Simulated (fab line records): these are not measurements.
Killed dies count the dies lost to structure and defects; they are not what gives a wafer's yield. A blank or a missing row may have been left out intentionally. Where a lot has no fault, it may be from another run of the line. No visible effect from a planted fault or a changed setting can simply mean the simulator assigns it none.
fab line records | flow sky130
record: lots: 14 wafers: 40 last-day: 50
route steps=708 shown SONOS_ONO@181 LDD_HVP@285 POLY_CUT@319 RES_XHIGH@339
lots that met no fault: taken from a fault-free run of the same line
start-h: hours from the record's first day to the start of the lot's first wafer shown | wait-h: how many hours have passed since the lot's step before this one | " identical to the entry in the row above | L1.1+2: a row that stands for several wafers | - no value present, or no start provided | * or withheld: withheld | < > ~ a bound
route shown NAME@n: NAME is a module with steps in the file, n the number in the route of the first one | usual: mean and standard deviation over wafers with no fault | same: alike in all rows | chamber/n: place in a boat | sites: each site's reading | _std_site: the standard deviation of these | _edge_site: outer sites' mean less inner sites' | radius-mm: for every site, how far away it sits from the centre of the wafer | mask NAME#n: copy n | behind: the last tool/chamber to shape the wafer | hold: the reason the lot was held/the length of the hold in hours/how it ended | device: whichever transistor did not switch (one of n, p or np) | end of line: at the end of the route, the tests of the same wafers | for a step that has no rows: nothing shown but its recipe | killed: the dies lost at the first sort to structure and to defects; this is not the yield of the wafer | map: per-die view of a wafer (x killed, . not killed, _ where there is no die)
set.NAME: the setting the step ran with; set.NAME@STEP: the setting that earlier step ran with | model.NAME: the simulator's own value behind a step, which no gauge read
the route's steps for a sample of lots (tables are steps, rows are wafers)
services: from which hour (start-h, from the record's first day; less than 0 if before it) a tool's chamber was out of use, for how many hours, and why
== steps ==
step: SKY_SONOS_ONO_CD_MEAS_13
recipe: target-cd-nm: 410
usual: cd-nm: 410.3/2.3
columns lot.wafer tool chamber start-h wait-h cd-nm
L116.1 cd-sem-02 - 282.09 0.1 408.3
L116.4 " - " " 406.4
L116.6 " - " " 408.4
L117.4 cd-sem-02 - 286.25 0.1 408.5
L117.5 " - " " 410.3
L117.6 " - " " 408.8
L120.2 cd-sem-02 - 312.93 0.1 408.0
L120.3 " - " " 408.9
L120.4 " - " " 409.4
L121.2 cd-sem-01 - 324.37 0.1 404.9
L121.3 " - " " 405.9
L121.6 " - " " 407.1
L124.1 cd-sem-01 - 341.35 0.1 412.8
L124.3 " - " " 412.7
L124.4 " - " " 410.7
L125.2 cd-sem-02 - 354.41 0.1 412.5
L125.4 " - " " 413.5
L125.6 " - " " 413.1
L126.2 cd-sem-02 - 365.16 0.1 408.0
L126.3 " - " " 408.9
L126.5 " - " " 409.9
L127.2 cd-sem-02 - 368.36 0.1 407.6
L127.4 " - " " 408.6
L127.5 " - " " 410.1
L132.2 cd-sem-01 - 410.92 0.1 409.4
L132.6 " - " " 409.7
L134.3 cd-sem-01 - 431.14 0.1 412.1
L134.6 " - " " 411.8
L136.1 cd-sem-02 - 441.24 0.1 409.3
L136.2 " - " " 409.4
L136.6 " - " " 408.8
L137.1 cd-sem-01 - 447.25 0.1 409.9
L137.2 " - " " 408.6
L137.6 " - " " 408.3
L138.1 cd-sem-01 - 460.94 0.1 414.3
L138.2 " - " " 411.2
L138.4 " - " " 414.3
L139.1 cd-sem-01 - 469.76 0.1 409.7
L139.4 " - " " 411.7
L139.5 " - " " 411.0
step: SKY_LDD_HVP_OVL_MEAS_07
usual: LDD_HVP_OVL: -0.1/1.4
columns lot.wafer tool chamber start-h wait-h LDD_HVP_OVL[nm]
L116.1 overlay-02 - 494.31 0.1 -2.2
L116.4 " - " " -0.6
L116.6 " - " " -1.6
L117.4 overlay-02 - 500.23 0.1 -0.1
L117.5 " - " " 0.1
L117.6 " - " " 0.0
L120.2 overlay-02 - 528.51 0.1 -1.7
L120.3 " - " " -0.4
L120.4 " - " " -2.6
L121.2 overlay-01 - 541.20 0.1 1.2
L121.3 " - " " -0.4
L121.6 " - " " 0.1
L124.1 overlay-02 - 564.10 0.1 1.7
L124.3 " - " " 1.0
L124.4 " - " " 2.2
L125.2 overlay-01 - 577.31 0.1 0.0
L125.4 " - " " 0.0
L125.6 " - " " 1.2
L126.2 overlay-01 - 588.41 0.1 -1.1
L126.3 " - " " -1.1
L126.5 " - " " -2.3
L127.2 overlay-02 - 594.56 0.1 1.4
L127.4 " - " " 1.2
L127.5 " - " " 0.6
L132.2 overlay-01 - 634.16 0.1 3.2
L132.6 " - " " 3.2
L134.3 overlay-02 - 650.97 0.1 -0.7
L134.6 " - " " 0.1
L136.1 overlay-02 - 660.86 0.1 0.9
L136.2 " - " " -0.8
L136.6 " - " " 0.8
L137.1 overlay-01 - 665.06 0.1 -2.0
L137.2 " - " " -1.9
L137.6 " - " " -2.1
L138.1 overlay-02 - 678.70 0.1 -1.1
L138.2 " - " " -0.6
L138.4 " - " " -0.5
L139.1 overlay-01 - 684.46 0.1 2.8
L139.4 " - " " 2.4
L139.5 " - " " 2.3
step: SKY_POLY_CUT_STRIP_12
recipe: chemistry: O2/N2 power-w: 1400 pressure-mtorr: 1500 platen-temp-c: withheld o2-flow-sccm: 3000 n2-flow-sccm: 300 overash-fraction: 0.5
usual: chamber-pressure-mTorr: 1500.4/1.5 drypump-motor-current-A: 6.19/0.28 oes-product-au: 0.452/0.0046 strip-time-to-endpoint-s: 5.354/0.015
columns lot.wafer tool chamber start-h wait-h chamber-pressure-mTorr drypump-motor-current-A oes-product-au rf-hours-counter-h strip-time-to-endpoint-s
L116.1 plasma-asher-04 1 556.70 0.0 1502.2 6.25 0.453 43 5.369
L116.4 " 0 " " 1496.9 6.34 0.451 - 5.362
L116.6 " 1 " " 1498.6 6.26 0.453 - 5.360
L117.4 plasma-asher-02 0 562.08 0.0 1501.1 5.78 0.451 - 5.372
L117.5 " 1 " " 1501.3 6.50 0.458 - 5.351
L117.6 " 0 " " 1501.2 5.75 0.451 - 5.379
L120.2 plasma-asher-04 1 591.18 0.0 1499.7 6.25 0.459 46 5.374
L120.3 " 1 " " 1504.4 6.26 0.451 - 5.394
L120.4 " 0 " " 1498.5 6.37 0.447 - 5.376
L121.2 plasma-asher-01 0 602.55 0.0 1498.8 5.84 0.447 80 5.343
L121.3 " 1 " " 1500.8 6.36 0.449 - 5.349
L121.6 " 0 " " 1502.1 5.83 0.447 - 5.352
L124.1 plasma-asher-02 0 625.00 0.0 1503.2 5.75 0.449 91 5.348
L124.3 " 0 " " 1500.9 5.76 0.449 - 5.346
L124.4 " 1 " " 1500.1 6.55 0.456 - 5.365
L125.2 plasma-asher-01 1 638.58 0.0 1501.4 6.33 0.458 84 5.346
L125.4 " 1 " " 1499.2 6.34 0.445 - 5.328
L125.6 " 1 " " 1496.1 6.33 0.455 - 5.337
L126.2 plasma-asher-04 0 648.28 0.0 1499.4 6.36 0.456 52 5.337
L126.3 " 0 " " 1502.6 6.36 0.457 - 5.360
L126.5 " 1 " " 1501.2 6.27 0.458 - 5.350
L127.2 plasma-asher-04 1 654.60 0.0 1499.3 6.28 0.453 53 5.349
L127.4 " 0 " " 1499.2 6.35 0.455 - 5.316
L127.5 " 0 " " 1500.8 6.34 0.450 - 5.330
L132.2 plasma-asher-02 0 693.10 0.0 1502.9 5.76 0.457 97 5.380
L132.6 " 1 " " 1502.1 6.52 0.459 - 5.337
L134.3 plasma-asher-04 0 713.18 0.1 1498.8 6.36 0.456 - 5.372
L134.6 " 0 " " 1500.8 6.33 0.453 - 5.359
L136.1 plasma-asher-02 0 719.25 0.0 1500.6 5.78 0.456 99 5.368
L136.2 " 1 " " 1498.8 6.55 0.445 99 5.347
L136.6 " 1 " " 1500.0 6.53 0.450 - 5.347
L137.1 plasma-asher-02 1 723.90 0.0 1501.3 6.50 0.450 100 5.354
L137.2 " 0 " " 1500.1 5.79 0.443 100 5.340
L137.6 " 1 " " 1499.0 6.51 0.454 - 5.356
L138.1 plasma-asher-04 1 736.98 0.0 1500.2 6.25 0.452 61 5.329
L138.2 " 0 " " 1500.6 6.32 0.456 61 5.362
L138.4 " 0 " " 1500.2 6.35 0.453 - 5.342
L139.1 plasma-asher-04 0 740.88 0.0 1498.5 6.36 0.446 62 5.377
L139.4 " 0 " " 1500.8 6.32 0.453 - 5.352
L139.5 " 1 " " 1500.4 6.26 0.466 - 5.362
step: SKY_RES_XHIGH_IMPLANT_07
recipe: species: BF2 energy-kev: 20 dose-cm2: 3.6e+14 tilt-deg: 0
usual: beam-energy-keV: 20.000/0.0058 end-station-pressure-torr: 5.24e-06/3e-07 faraday-current-uA: 540/38
columns lot.wafer tool chamber start-h wait-h beam-energy-keV end-station-pressure-torr faraday-current-uA
L116.1 implanter-01 0 615.31 0.1 20.009 5.34e-06 535
L116.4 " 0 " " 20.000 4.82e-06 532
L116.6 " 0 " " 20.010 5.74e-06 540
L117.4 implanter-03 0 620.67 0.1 19.998 5.01e-06 491
L117.5 " 0 " " 19.999 5.73e-06 512
L117.6 " 0 " " 19.997 5.58e-06 487
L120.2 implanter-02 0 649.98 0.1 20.007 5.46e-06 572
L120.3 " 0 " " 20.004 5.43e-06 596
L120.4 " 0 " " 20.010 5.18e-06 585
L121.2 implanter-03 0 660.22 0.1 19.996 5.38e-06 501
L121.3 " 0 " " 20.008 5.86e-06 520
L121.6 " 0 " " 20.002 4.77e-06 505
L124.1 implanter-01 0 682.01 0.1 19.993 5.39e-06 529
L124.3 " 0 " " 19.999 5.12e-06 534
L124.4 " 0 " " 19.993 5.31e-06 544
L125.2 implanter-02 0 694.73 0.1 19.998 5.07e-06 591
L125.4 " 0 " " 19.995 4.95e-06 572
L125.6 " 0 " " 20.008 5.29e-06 588
L126.2 implanter-03 0 704.22 0.1 20.005 5.48e-06 499
L126.3 " 0 " " 20.006 4.98e-06 510
L126.5 " 0 " " 20.009 5.35e-06 493
L127.2 implanter-01 0 710.82 0.1 20.000 4.73e-06 540
L127.4 " 0 " " 20.007 5.38e-06 507
L127.5 " 0 " " 19.994 5.39e-06 535
L132.2 implanter-03 0 747.93 0.1 20.001 5.2e-06 586
L132.6 " 0 " " 20.006 5.3e-06 518
L134.3 implanter-03 0 767.45 0.1 20.000 4.6e-06 596
L134.6 " 0 " " 20.017 4.94e-06 501
L136.1 implanter-02 0 773.66 0.1 20.002 4.88e-06 581
L136.2 " 0 " " 20.010 4.96e-06 584
L136.6 " 0 " " 20.005 5.14e-06 581
L137.1 implanter-02 0 778.11 0.1 20.010 5.17e-06 591
L137.2 " 0 " " 20.012 5.16e-06 577
L137.6 " 0 " " 20.002 5.27e-06 583
L138.1 implanter-02 0 792.20 0.1 20.006 4.69e-06 559
L138.2 " 0 " " 20.001 5.36e-06 575
L138.4 " 0 " " 20.005 5.66e-06 575
L139.1 implanter-02 0 794.95 0.1 19.994 5.08e-06 590
L139.4 " 0 " " 19.999 5.8e-06 597
L139.5 " 0 " " 19.990 5.61e-06 596
step: SKY_RES_XHIGH_STRIP_08
recipe: chemistry: O2/N2 power-w: 1400 pressure-mtorr: 1500 platen-temp-c: withheld o2-flow-sccm: 3000 n2-flow-sccm: 300 overash-fraction: 0.5
usual: chamber-pressure-mTorr: 1499.9/1.3 drypump-motor-current-A: 6.1/0.31 oes-product-au: 0.711/0.0043 strip-time-to-endpoint-s: 14.26/0.038
columns lot.wafer tool chamber start-h wait-h chamber-pressure-mTorr drypump-motor-current-A oes-product-au rf-hours-counter-h strip-time-to-endpoint-s
L116.1 plasma-asher-02 0 615.46 0.1 1498.7 5.7 0.705 90 14.25
L116.4 " 1 " " 1499.1 6.5 0.712 - 14.26
L116.6 " 0 " " 1498.1 5.7 0.710 - 14.26
L117.4 plasma-asher-02 1 620.78 0.1 1501.5 6.5 0.713 - 14.18
L117.5 " 0 " " 1499.5 5.8 0.711 - 14.19
L117.6 " 1 " " 1499.7 6.5 0.709 - 14.18
L120.2 plasma-asher-02 1 650.11 0.1 1498.7 6.5 0.713 93 14.24
L120.3 " 0 " " 1500.1 5.8 0.710 - 14.30
L120.4 " 1 " " 1501.6 6.5 0.715 - 14.25
L121.2 plasma-asher-03 1 660.35 0.1 1501.7 6.1 0.707 23 14.27
L121.3 " 0 " " 1497.7 5.9 0.707 - 14.29
L121.6 " 0 " " 1500.4 6.0 0.716 - 14.30
L124.1 plasma-asher-03 1 682.16 0.1 1499.4 6.2 0.717 26 14.28
L124.3 " 1 " " 1501.8 6.2 0.710 - 14.27
L124.4 " 0 " " 1500.8 6.0 0.712 - 14.27
L125.2 plasma-asher-01 1 694.86 0.1 1499.7 6.4 0.701 89 14.26
L125.4 " 1 " " 1499.5 6.4 0.717 - 14.25
L125.6 " 1 " " 1501.5 6.4 0.712 - 14.22
L126.2 plasma-asher-02 1 704.35 0.1 1498.2 6.5 0.713 98 14.26
L126.3 " 1 " " 1500.6 6.5 0.712 - 14.29
L126.5 " 0 " " 1498.9 5.8 0.706 - 14.27
L127.2 plasma-asher-03 1 710.95 0.1 1500.8 6.2 0.710 28 14.20
L127.4 " 1 " " 1501.4 6.1 0.716 - 14.25
L127.5 " 1 " " 1502.8 6.1 0.714 - 14.23
L132.2 plasma-asher-02 1 748.06 0.1 1499.3 6.5 0.717 1 14.15
L132.6 " 1 " " 1499.4 6.5 0.715 - 14.24
L134.3 plasma-asher-03 1 767.58 0.1 1498.6 6.2 0.720 - 14.17
L134.6 " 1 " " 1500.1 6.2 0.711 - 14.25
L136.1 plasma-asher-01 0 773.81 0.1 1499.2 5.8 0.712 97 14.22
L136.2 " 1 " " 1499.4 6.4 0.708 97 14.20
L136.6 " 1 " " 1499.5 6.4 0.706 - 14.17
L137.1 plasma-asher-02 1 778.26 0.1 1499.6 6.5 0.706 4 14.30
L137.2 " 0 " " 1499.6 5.8 0.714 4 14.33
L137.6 " 1 " " 1500.1 6.5 0.712 - 14.28
L138.1 plasma-asher-01 0 792.35 0.1 1497.8 5.8 0.713 99 14.26
L138.2 " 1 " " 1499.3 6.4 0.712 99 14.29
L138.4 " 1 " " 1500.7 6.4 0.720 - 14.28
L139.1 plasma-asher-01 1 795.10 0.1 1499.4 6.4 0.713 99 14.27
L139.4 " 0 " " 1502.2 5.8 0.721 - 14.26
L139.5 " 1 " " 1502.3 6.4 0.718 - 14.34
step: SKY_RES_XHIGH_TW_MEAS_09
usual: RES_XHIGH_TW: 1647/12
columns lot.wafer tool chamber start-h wait-h RES_XHIGH_TW
L116.1 film-metro-03 - 615.56 0.1 1651
L116.4 " - " " 1639
L116.6 " - " " 1645
L117.4 film-metro-02 - 620.88 0.1 1641
L117.5 " - " " 1625
L117.6 " - " " 1630
L120.2 film-metro-03 - 650.22 0.1 1636
L120.3 " - " " 1647
L120.4 " - " " 1639
L121.2 film-metro-03 - 660.46 0.1 1645
L121.3 " - " " 1642
L121.6 " - " " 1639
L124.1 film-metro-03 - 682.26 0.1 1624
L124.3 " - " " 1631
L124.4 " - " " 1636
L125.2 film-metro-04 - 694.97 0.1 1658
L125.4 " - " " 1663
L125.6 " - " " 1665
L126.2 film-metro-04 - 704.46 0.1 1658
L126.3 " - " " 1641
L126.5 " - " " 1652
L127.2 film-metro-02 - 711.06 0.1 1645
L127.4 " - " " 1647
L127.5 " - " " 1646
L132.2 film-metro-04 - 748.17 0.1 1577
L132.6 " - " " 1656
L134.3 film-metro-03 - 767.67 0.1 1555
L134.6 " - " " 1651
L136.1 film-metro-04 - 773.91 0.1 1647
L136.2 " - " " 1655
L136.6 " - " " 1658
L137.1 film-metro-04 - 778.36 0.1 1651
L137.2 " - " " 1653
L137.6 " - " " 1652
L138.1 film-metro-04 - 792.45 0.1 1666
L138.2 " - " " 1661
L138.4 " - " " 1662
L139.1 film-metro-03 - 795.20 0.1 1640
L139.4 " - " " 1654
L139.5 " - " " 1641
step: SKY_SD_N_RS_MEAS_18
recipe: thk-meas-gauge: four-point-probe
usual: RES_XHIGH_RS: 333.6/1.3
columns lot.wafer tool chamber start-h wait-h RES_XHIGH_RS[ohm/sq]
L116.1 film-metro-02 - 645.24 0.1 331.7
L116.4 " - " " 332.1
L116.6 " - " " 331.8
L117.4 film-metro-02 - 650.80 0.1 332.0
L117.5 " - " " 332.5
L117.6 " - " " 332.7
L120.2 film-metro-02 - 679.76 0.1 334.4
L120.3 " - " " 334.1
L120.4 " - " " 334.5
L121.2 film-metro-03 - 688.50 0.1 332.6
L121.3 " - " " 331.7
L121.6 " - " " 332.4
L124.1 film-metro-03 - 710.62 0.1 334.4
L124.3 " - " " 334.8
L124.4 " - " " 334.2
L125.2 film-metro-04 - 723.55 0.1 334.3
L125.4 " - " " 332.8
L125.6 " - " " 333.0
L126.2 film-metro-02 - 732.91 0.1 331.1
L126.3 " - " " 332.4
L126.5 " - " " 331.9
L127.2 film-metro-02 - 739.01 0.1 333.9
L127.4 " - " " 334.6
L127.5 " - " " 333.9
L132.2 film-metro-04 - 775.56 0.1 383.1
L132.6 " - " " 334.9
L134.3 film-metro-04 - 794.91 0.1 380.7
L134.6 " - " " 332.7
L136.1 film-metro-04 - 800.93 0.1 333.3
L136.2 " - " " 333.2
L136.6 " - " " 333.1
L137.1 film-metro-03 - 805.98 0.1 334.2
L137.2 " - " " 334.2
L137.6 " - " " 334.0
L138.1 film-metro-03 - 819.88 0.1 333.2
L138.2 " - " " 333.3
L138.4 " - " " 330.3
L139.1 film-metro-03 - 822.23 0.1 335.4
L139.4 " - " " 335.6
L139.5 " - " " 335.2
== services ==
columns tool chamber start-h hours kind
plasma-asher-02 - 535.48 1.8 repair
plasma-asher-04 - 542.33 2.1 repair
implanter-02 - 559.18 7.7 pm
implanter-02 - 566.80 3.6 repair
plasma-asher-04 - 588.81 0.4 repair
implanter-01 - 641.94 2.8 repair
implanter-03 - 647.29 3.7 repair
plasma-asher-02 - 655.04 9.5 repair
implanter-03 - 663.77 5.9 pm
implanter-02 - 687.41 3.1 pm
implanter-01 - 698.21 2.4 repair
implanter-01 - 719.94 0.9 repair
implanter-01 - 733.09 79.8 repair
plasma-asher-02 - 733.75 9.0 pm
plasma-asher-02 0 733.75 9.0 vent-cycle
plasma-asher-02 1 733.75 9.0 vent-cycle
plasma-asher-02 0 742.75 - clean
plasma-asher-02 1 742.75 - clean
plasma-asher-03 - 757.29 3.5 repair
plasma-asher-03 - 794.37 15.5 repair
== key ==
first-sign: step: SKY_RES_XHIGH_STRIP_08 reading: strip-time-to-endpoint-s direction: down sigmas: 2.5 usual: * struck: *
effect: step: SKY_RES_XHIGH_TW_MEAS_09 reading: RES_XHIGH_TW direction: down sigmas: 7 usual: 1647 struck: 1566
effect: step: SKY_SD_N_RS_MEAS_18 reading: RES_XHIGH_RS direction: up sigmas: 37 usual: 333.6 struck: 381.9
met-at SKY_RES_XHIGH_IMPLANT_07
struck-lots L132,L134
struck-wafers L132.2,L134.3
sort-left-out L132.2,L134.3
tester-left-out L132,L134
not-acting-at SKY_SONOS_ONO_CD_MEAS_13,SKY_LDD_HVP_OVL_MEAS_07,SKY_POLY_CUT_STRIP_12
onset-between 704.22 747.93
fault: kind: process-parameter-drift tool: implanter-03 chamber: - onset-h: 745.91 steps: SKY_RES_XHIGH_IMPLANT_07 channel: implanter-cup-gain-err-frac offset: 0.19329 shape: step end-h: 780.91 scope: struck-wafers-only
tester-left-out: of these lots the tester's yield and bins aren't shown, on N5 and GAA mostly nor the transistor test; their killed dies are dies lost to structure and defects alone, not to doping, threshold or leakage, so they don't give the yield
sort-left-out: the simulated sort isn't trusted on such a fault, so these wafers' sort isn't shown, and their yield isn't known
